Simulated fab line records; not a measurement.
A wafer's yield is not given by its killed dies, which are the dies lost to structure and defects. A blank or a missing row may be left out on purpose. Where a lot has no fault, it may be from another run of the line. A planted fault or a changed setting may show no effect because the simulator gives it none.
Chamber matching / flow sky130 / SKY_VIA2_CMP_24 on cmp-01: 4 sister chambers
The step polishes, stops on SiO2, t overpolish 20 s, target thk 0 nm. 14 wafers are shown with their chamber, then 7 later ones without.

WAFERS, EACH WITH ITS CHAMBER
wafer=L669.1; chamber=0; motor-current-A (A)=9.5; time-to-endpoint-s (s)=102; overpolish-run-s (s)=20.015
wafer=L669.3; chamber=1; motor-current-A (A)=9.2; time-to-endpoint-s (s)=99; overpolish-run-s (s)=19.998
wafer=L669.5; chamber=0; motor-current-A (A)=10.2; time-to-endpoint-s (s)=101; overpolish-run-s (s)=20.001
wafer=L674.1; chamber=3; motor-current-A (A)=10.5; time-to-endpoint-s (s)=96; overpolish-run-s (s)=19.987
wafer=L674.3; chamber=1; motor-current-A (A)=9.2; time-to-endpoint-s (s)=97; overpolish-run-s (s)=19.997
wafer=L674.4; chamber=2; motor-current-A (A)=11.0; time-to-endpoint-s (s)=96; overpolish-run-s (s)=20.012
wafer=L680.2; chamber=3; motor-current-A (A)=9.9; time-to-endpoint-s (s)=98; overpolish-run-s (s)=19.995
wafer=L680.5; chamber=2; motor-current-A (A)=11.0; time-to-endpoint-s (s)=88; overpolish-run-s (s)=19.995
wafer=L680.6; chamber=3; motor-current-A (A)=10.0; time-to-endpoint-s (s)=98; overpolish-run-s (s)=19.995
wafer=L682.1; chamber=0; motor-current-A (A)=9.6; time-to-endpoint-s (s)=103; overpolish-run-s (s)=19.992
wafer=L682.3; chamber=2; motor-current-A (A)=11.1; time-to-endpoint-s (s)=102; overpolish-run-s (s)=20.011
wafer=L682.6; chamber=2; motor-current-A (A)=11.3; time-to-endpoint-s (s)=99; overpolish-run-s (s)=19.997
wafer=L688.4; chamber=3; motor-current-A (A)=10.2; time-to-endpoint-s (s)=99; overpolish-run-s (s)=20.006
wafer=L688.5; chamber=2; motor-current-A (A)=10.3; time-to-endpoint-s (s)=94; overpolish-run-s (s)=20.001

SIGNATURES (averages over the wafers above)
reading=motor-current-A; chamber 0=9.767; chamber 1=9.200; chamber 2=10.940; chamber 3=10.150; scatter within a chamber=0.327
reading=time-to-endpoint-s; chamber 0=102.00; chamber 1=98.00; chamber 2=95.80; chamber 3=97.75; scatter within a chamber=3.49
reading=overpolish-run-s; chamber 0=20.00267; chamber 1=19.99750; chamber 2=20.00320; chamber 3=19.99575; scatter within a chamber=0.00837
Rule: a wafer's distance from a chamber is the root of the sum, over the readings, of the square of ((its reading less the chamber's mean) divided by the reading's scatter). If the next closest chamber is less than 2 further off than the closest, the wafer can't be placed; otherwise it belongs to the closest. The scatter: take each reading less its chamber's mean, square it, sum over the shown wafers, divide by the number of wafers less the number of chambers, and take the root.

WAFERS WITHOUT THEIR CHAMBER
wafer=L688.6; motor-current-A (A)=10.4; time-to-endpoint-s (s)=97; overpolish-run-s (s)=19.997
wafer=L689.1; motor-current-A (A)=9.8; time-to-endpoint-s (s)=96; overpolish-run-s (s)=19.999
wafer=L689.3; motor-current-A (A)=9.4; time-to-endpoint-s (s)=95; overpolish-run-s (s)=19.993
wafer=L689.4; motor-current-A (A)=11.3; time-to-endpoint-s (s)=95; overpolish-run-s (s)=20.000
wafer=L690.1; motor-current-A (A)=9.9; time-to-endpoint-s (s)=95; overpolish-run-s (s)=20.005
wafer=L690.3; motor-current-A (A)=9.0; time-to-endpoint-s (s)=97; overpolish-run-s (s)=19.983
wafer=L690.5; motor-current-A (A)=11.0; time-to-endpoint-s (s)=98; overpolish-run-s (s)=19.990

CHAMBER TAKEN BY EACH
wafer=L688.6; from the rows above=can't be placed: 3 or 2 or 0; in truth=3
wafer=L689.1; from the rows above=can't be placed: 3 or 0 or 1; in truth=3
wafer=L689.3; from the rows above=can't be placed: 1 or 3 or 0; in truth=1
wafer=L689.4; from the rows above=2; in truth=2
wafer=L690.1; from the rows above=can't be placed: 3 or 0 or 1 or 2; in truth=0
wafer=L690.3; from the rows above=can't be placed: 1 or 0 or 3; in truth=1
wafer=L690.5; from the rows above=can't be placed: 2 or 3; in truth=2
Placed correctly: 1 of 7. Unplaceable from these rows: 6, with the true chamber sitting among the candidates in 6. Wrongly placed: 0.
